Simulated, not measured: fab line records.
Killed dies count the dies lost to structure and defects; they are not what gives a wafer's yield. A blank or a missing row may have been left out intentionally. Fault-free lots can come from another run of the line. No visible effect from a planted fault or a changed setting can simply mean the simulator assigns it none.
A struck lot beside a sound one :: flow sky130 :: 28 steps out of a route of 708
Sound: these wafers, L920.1, L920.5, L920.6. Wafers L912.3, L912.4, L912.6 were the ones struck. The cause is given at the end.
Order at every step that has rows: each side's tool, ch and its chambers, its first start. Under that, the readings that differ: sound wafers :: struck wafers :: difference of the means :: sigmas: that difference in standard deviations of wafers without a fault.
alike: readings with means less than 2 such deviations apart, plus words and numbers identical on both sides. not compared: withheld readings, readings lacking a value on some wafer, bounds such as >300 that could conceal the same value, and numbers that have no deviation in the record and whose values overlap.
The two part at a step that has a row with sigmas, a row that says differs or no value, or rows on one side only. Numbers that have no deviation but don't overlap get no sigmas and don't part them. A reading that every wafer of one side lacks parts them only if that side has two wafers or more.

SKY_SD_P_OVL_MEAS_08:
  sound: overlay-02 at day 30 10:16; struck: overlay-02 at day 27 13:38
reading: SD_P_OVL (nm)
sound: -2.5 -1.6 -2.8
struck: -0.5 1.0 1.5
difference: +3.0
sigmas: +2
next, for these wafers, 1 step has no rows: SKY_SD_P_IMPLANT_09.
SKY_SD_P_STRIP_10: strips in O2/N2.
  sound on plasma asher-03 ch 0,1, day 30 10:28; struck on plasma asher-04 ch 0,1, day 27 13:50
  alike: chamber pressure mTorr, drypump motor current A, oes product au, strip time to endpoint s
  not compared: rf hours counter h
SKY_SD_P_TW_MEAS_11:
  sound: film metro-03 at day 30 10:34; struck: film metro-02 at day 27 13:56
  alike: SD_P_TW
then, 8 steps without rows for these wafers: SKY_RES_XHIGH_DEHYDRATE_00 (time 60 s); SKY_RES_XHIGH_HMDS_01 (prime time 60 s); SKY_RES_XHIGH_COAT_02 (resist thk 1140 nm); SKY_RES_XHIGH_SOFTBAKE_03 (time 60 s); SKY_RES_XHIGH_EXPOSE_04 (exposes mask URPM, target cd 1270 nm); SKY_RES_XHIGH_PEB_05; SKY_RES_XHIGH_DEVELOP_06 (develop time 60 s); SKY_RES_XHIGH_IMPLANT_07.
SKY_RES_XHIGH_STRIP_08: strips in O2/N2.
  sound on plasma asher-01 ch 0,1, day 31 14:16; struck on plasma asher-02 ch 0,1, day 28 19:27
  no value came back on the struck wafers for chamber pressure mTorr (mTorr), drypump motor current A (A), oes product au (a.u.), strip time to endpoint s (s); on the sound wafers chamber pressure mTorr (mTorr) reads 1500.6 1501.9 1501.0
reading: model.NOVOLAK_of_RES_XHIGH_COAT_02.thk nm (nm)
sound: 0 0 0
struck: 1140 1138 1141
difference: +1140
sigmas: 
  not compared: rf hours counter h
SKY_RES_XHIGH_TW_MEAS_09:
  sound: film metro-02 at day 31 14:22; struck: film metro-02 at day 28 19:32
  alike: RES_XHIGH_TW
then, 7 steps without rows for these wafers: SKY_SD_N_DEHYDRATE_00 (time 60 s); SKY_SD_N_HMDS_01 (prime time 60 s); SKY_SD_N_COAT_02 (resist thk 1140 nm); SKY_SD_N_SOFTBAKE_03 (time 60 s); SKY_SD_N_EXPOSE_04 (exposes mask NSDM, target cd 380 nm); SKY_SD_N_PEB_05; SKY_SD_N_DEVELOP_06 (develop time 60 s).
SKY_SD_N_CD_MEAS_07 targets a cd of 380 nm.
  sound: cd sem-01 at day 32 18:06; struck: cd sem-01 at day 29 23:43
  alike: cd nm
SKY_SD_N_OVL_MEAS_08:
  sound: overlay-01 at day 32 18:13; struck: overlay-02 at day 29 23:49
  alike: SD_N_OVL
then, 2 steps without rows for these wafers: SKY_SD_N_IMPLANT_09; SKY_SD_N_IMPLANT_10.
SKY_SD_N_STRIP_11: strips in O2/N2.
  sound on plasma asher-04 ch 0,1, day 32 18:34; struck on plasma asher-02 ch 0,1, day 30 00:10
reading: oes product au (a.u.)
sound: 0.520 0.526 0.521
struck: 0.608 0.622 0.613
difference: +0.092
sigmas: +21

reading: strip time to endpoint s (s)
sound: 22.53 22.55 22.54
struck: 39.45 39.45 39.50
difference: +16.93
sigmas: +99 or more
  alike: chamber pressure mTorr, drypump motor current A
  not compared: rf hours counter h
SKY_SD_N_TW_MEAS_12:
  sound: film metro-02 at day 32 18:40; struck: film metro-02 at day 30 00:16
reading: SD_N_TW
sound: 3980 3997 3978
struck: 30 30 30
difference: -3955
sigmas: -99 or more
then, 1 step without rows for these wafers: SKY_SD_N_CLEAN_13 (cleans in SC1/SC2, time 150 s).

WHERE THEY PART
At SKY_SD_P_OVL_MEAS_08 first; at SKY_SD_N_TW_MEAS_12 last (within this record only).

WHY: the cause the simulator had injected
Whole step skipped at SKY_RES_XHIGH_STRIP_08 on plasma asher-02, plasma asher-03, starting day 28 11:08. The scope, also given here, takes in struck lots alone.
